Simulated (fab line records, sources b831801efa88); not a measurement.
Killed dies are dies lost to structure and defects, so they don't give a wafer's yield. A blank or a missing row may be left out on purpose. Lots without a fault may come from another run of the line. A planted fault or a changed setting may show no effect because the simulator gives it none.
Tool commonality check | flow sky130 | 15 lots, 45 wafers sampled

WHY IT WAS OPENED
At SKY_METAL2_RS_MEAS_05 the reading METAL2_ALCU_RS is flagged on 3 of 15 lots. Wafers without a fault read 0.1266 ohm/sq, standard deviation 0.0014.
Rule: a lot is flagged when every wafer of it that has a number lies more than 4 standard deviations from that mean, or none has a number. The other lots count as sound.

lot  | measured     | on            | METAL2_ALCU_RS (ohm/sq), wafer by wafer | flag
L259 | day 34 00:59 | film_metro-02 | 0.1272 0.1261 0.1253                    |
L262 | day 35 07:14 | film_metro-04 | 0.1272 0.1279 0.1278                    |
L264 | day 36 00:43 | film_metro-02 | 0.1284 0.1268 0.1267                    |
L267 | day 36 20:52 | film_metro-02 | 8.6110 8.5636 8.6988                    | FLAGGED
L268 | day 37 04:22 | film_metro-04 | 8.7013 8.5465 8.5574                    | FLAGGED
L269 | day 37 16:35 | film_metro-02 | 8.7615 8.7696 8.6595                    | FLAGGED
L271 | day 38 21:45 | film_metro-04 | 0.1272 0.1260 0.1267                    |
L275 | day 39 03:57 | film_metro-02 | 0.1267 0.1252 0.1267                    |
L276 | day 39 09:11 | film_metro-03 | 0.1277 0.1254 0.1254                    |
L277 | day 39 23:40 | film_metro-02 | 0.1246 0.1253 0.1245                    |
L278 | day 40 00:17 | film_metro-04 | 0.1268 0.1265 0.1266                    |
L280 | day 40 12:22 | film_metro-03 | 0.1267 0.1249 0.1255                    |
L279 | day 40 14:28 | film_metro-03 | 0.1275 0.1258 0.1265                    |
L281 | day 40 23:43 | film_metro-04 | 0.1297 0.1273 0.1298                    |
L282 | day 41 07:00 | film_metro-03 | 0.1257 0.1242 0.1250                    |
The numbers of the flagged lots are 8.6521 ohm/sq on average: +8.5255 ohm/sq against the usual, or +99 or more standard deviations.

WHICH TOOL RAN EACH LOT
The record holds 1 process step before the reading, out of a route of 708 steps. In each cell: the tool, then ch and the chambers that the sampled wafers went through, then the start.
lot  | flag    | SKY_METAL2_SPUTTER_02
L259 |         | pvd_sputter-04, day 34 00:51
L262 |         | pvd_sputter-03, day 35 07:07
L264 |         | pvd_sputter-04, day 36 00:36
L267 | FLAGGED | pvd_sputter-04, day 36 20:43
L268 | FLAGGED | pvd_sputter-01, day 37 04:15
L269 | FLAGGED | pvd_sputter-04, day 37 16:30
L271 |         | pvd_sputter-04, day 38 21:40
L275 |         | pvd_sputter-03, day 39 03:52
L276 |         | pvd_sputter-03, day 39 09:04
L277 |         | pvd_sputter-03, day 39 23:32
L278 |         | pvd_sputter-03, day 40 00:12
L280 |         | pvd_sputter-03, day 40 12:16
L279 |         | pvd_sputter-01, day 40 14:22
L281 |         | pvd_sputter-01, day 40 23:36
L282 |         | pvd_sputter-04, day 41 06:51
What these steps do:
- SKY_METAL2_SPUTTER_02: material AlCu, target thk 250 nm, time 13.3 s.
- SKY_METAL2_RS_MEAS_05: measures by four-point-probe.

FLAGGED OVER TOTAL, TOOL BY TOOL (the gauges that took the reading come last)
step                  | tool           | lots run | flagged | share of the flagged lots | sound lots run after its first flagged lot
SKY_METAL2_SPUTTER_02 | pvd_sputter-01 | 3        | 1       | some                      | 2 (L279,L281)
SKY_METAL2_SPUTTER_02 | pvd_sputter-03 | 6        | 0       | none                      | -
SKY_METAL2_SPUTTER_02 | pvd_sputter-04 | 6        | 2       | some                      | 2 (L271,L282)
SKY_METAL2_RS_MEAS_05 | film_metro-02  | 6        | 2       | some                      | 2 (L275,L277)
SKY_METAL2_RS_MEAS_05 | film_metro-03  | 4        | 0       | none                      | -
SKY_METAL2_RS_MEAS_05 | film_metro-04  | 5        | 1       | some                      | 3 (L271,L278,L281)

WHAT THE TABLE ALLOWS
No row of the table ran every flagged lot.

WHAT THE SIMULATOR HAD PUT IN
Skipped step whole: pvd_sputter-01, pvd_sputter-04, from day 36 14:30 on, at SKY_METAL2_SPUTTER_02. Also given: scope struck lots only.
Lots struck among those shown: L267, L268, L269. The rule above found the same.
